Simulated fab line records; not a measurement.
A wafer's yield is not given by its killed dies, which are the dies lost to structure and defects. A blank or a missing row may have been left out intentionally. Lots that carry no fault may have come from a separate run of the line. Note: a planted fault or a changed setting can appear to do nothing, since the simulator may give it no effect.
2 desks, one fault || flow sky130 || each desk has only its own numbers; what lay behind them comes last

AT THE TOOL OWNER'S DESK: litho_track-01
The tool's own readings at SKY_LDD_P_DEVELOP_06 (develop time 60 s): means of the sampled wafers that have a number, for each lot that ran on this tool. A lot is out of limits, marked OUT, if its mean lies more than 4 standard deviations from the usual mean; the brackets give that distance.
Columns: A = developer_temp_C at SKY_LDD_P_DEVELOP_06, usual 23.00 C
{"lot": "L798", "first seen here": "day 20 12:07", "A": 23.10}
{"lot": "L800", "first seen here": "day 21 01:19", "A": 23.09}
{"lot": "L803", "first seen here": "day 22 01:07", "A": "22.39 (-5.5) OUT"}
{"lot": "L805", "first seen here": "day 22 18:01", "A": "22.13 (-7.9) OUT"}
{"lot": "L813", "first seen here": "day 25 22:58", "A": 22.89}
{"lot": "L817", "first seen here": "day 26 12:50", "A": 23.06}
This desk's finding: out of limits on L803, L805; first on L803, day 22 01:07 (developer_temp_C at SKY_LDD_P_DEVELOP_06). L798, L800, L813, L817 stayed within limits.

THE METROLOGY DESK
Lot by lot, what the gauges showed, no matter which tool ran the lot: averages of those sampled wafers that carry a number. A lot is out of limits, marked OUT, if its mean lies more than 4 standard deviations from the usual mean; the brackets give that distance.
Columns: A = cd_nm at SKY_LDD_P_CD_MEAS_07, usual 379.9 nm; B = LDD_P_OVL at SKY_LDD_P_OVL_MEAS_08, usual -2.2 nm
{"lot": "L798", "first seen here": "day 20 12:16", "A": 374.6, "B": -3.5}
{"lot": "L797", "first seen here": "day 20 16:58", "A": 378.7, "B": -3.7}
{"lot": "L799", "first seen here": "day 21 00:35", "A": 379.9, "B": -2.1}
{"lot": "L800", "first seen here": "day 21 01:28", "A": 381.3, "B": -0.5}
{"lot": "L803", "first seen here": "day 22 01:15", "A": 381.4, "B": -2.5}
{"lot": "L805", "first seen here": "day 22 18:10", "A": 381.2, "B": -2.2}
{"lot": "L814", "first seen here": "day 25 20:01", "A": 378.3, "B": -1.3}
{"lot": "L812", "first seen here": "day 25 22:42", "A": 377.6, "B": -2.1}
{"lot": "L813", "first seen here": "day 25 23:07", "A": 380.1, "B": -2.1}
{"lot": "L815", "first seen here": "day 26 03:59", "A": 378.0, "B": -0.0}
{"lot": "L816", "first seen here": "day 26 12:49", "A": 385.7, "B": -1.7}
{"lot": "L817", "first seen here": "day 26 12:59", "A": 382.1, "B": -1.1}
{"lot": "L818", "first seen here": "day 26 21:50", "A": 375.4, "B": -2.6}
{"lot": "L819", "first seen here": "day 26 23:20", "A": 376.6, "B": -3.1}
This desk's finding: nothing out of limits on any of the 14 lots.

PUT TOGETHER
The tool owner's desk had the chance to raise an alarm at day 22 01:07 on L803, L805.
The metrology desk saw nothing out of limits.
The metrology desk has L803, L805 on record, within its limits.
The lots listed all ran SKY_LDD_P_DEVELOP_06 on litho_track-01.

WHAT HAD BEEN PUT IN BY THE SIMULATOR
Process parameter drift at SKY_LDD_P_DEVELOP_06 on litho_track-01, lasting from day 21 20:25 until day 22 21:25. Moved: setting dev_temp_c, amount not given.
Lots struck among those shown: L803, L805.
Hours from the fault's start to each desk's first reading out of limits: the tool owner's desk, 5.
